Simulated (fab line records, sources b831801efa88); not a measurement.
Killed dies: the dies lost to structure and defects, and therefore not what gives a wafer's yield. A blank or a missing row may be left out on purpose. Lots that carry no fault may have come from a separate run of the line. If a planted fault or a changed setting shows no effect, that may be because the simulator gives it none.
Which tool did it? + flow sfqLine + 7 lots with 20 wafers sampled at 3 steps, on a route of 325 steps

== WHAT THE GAUGES READ, wafer by wafer ==
SFQ_I3_BOW_MEAS_922.
| lot  | measured     | on           | I3_BOW (um) |
|------|--------------|--------------|-------------|
| L471 | day 39 11:38 | filmMetro-04 | -1 22 2     |
| L476 | day 40 17:43 | filmMetro-02 | 1 -7        |
| L483 | day 45 03:13 | filmMetro-02 | -9 -13 -21  |
| L485 | day 45 09:46 | filmMetro-01 | 11 17 18    |
| L487 | day 46 15:11 | filmMetro-04 | 11 4 -1     |
| L489 | day 47 00:05 | filmMetro-02 | -6 10 15    |
| L492 | day 53 04:10 | filmMetro-02 | 8 3 2       |

== WHAT TOOL EACH LOT RAN ON (gives the tool, then ch and the chambers of the sampled wafers, and finally the start) ==
| lot  | SFQ_TRILAYER_I2_CMP_CMP_064   | SFQ_TRILAYER_I2_METRO_MEASURE_065 |
|------|-------------------------------|-----------------------------------|
| L471 | cmp-02 ch 1,2,3, day 24 20:07 | filmMetro-01, day 24 23:14        |
| L476 | cmp-01 ch 1,2, day 25 17:26   | filmMetro-02, day 25 19:22        |
| L483 | cmp-02 ch 0,1,2, day 38 23:38 | filmMetro-01, day 39 02:46        |
| L485 | cmp-01 ch 2,3, day 40 02:12   | filmMetro-03, day 40 05:19        |
| L487 | cmp-01 ch 2,3, day 40 18:15   | filmMetro-01, day 40 21:04        |
| L489 | cmp-02 ch 0,1,3, day 41 03:38 | filmMetro-02, day 41 05:46        |
| L492 | cmp-01 ch 0,1, day 41 13:23   | filmMetro-01, day 41 16:01        |
- SFQ_TRILAYER_I2_CMP_CMP_064: polishes SiO2.
- SFQ_TRILAYER_I2_METRO_MEASURE_065

== THE ANSWER, worked out from the rows above alone ==
Rule: the usual values come from the lots themselves. Put in order of their means at a reading, lots are off if they are a third of the lots or fewer, leave a main group of 4 or more, and stand apart from it by a gap of 3 or more times the standard deviation of the main group's means; of several such gaps the widest counts. If all means in a main group match to the digits the tables above print for the reading, that group is not used. Also off: a lot with no number at a reading for which 4 or more lots have one. All remaining lots with rows at the step are treated as sound.
No lot is off on any of the readings shown, so nothing can be concluded from this.

== WHAT THE SIMULATOR HAD INSERTED ==
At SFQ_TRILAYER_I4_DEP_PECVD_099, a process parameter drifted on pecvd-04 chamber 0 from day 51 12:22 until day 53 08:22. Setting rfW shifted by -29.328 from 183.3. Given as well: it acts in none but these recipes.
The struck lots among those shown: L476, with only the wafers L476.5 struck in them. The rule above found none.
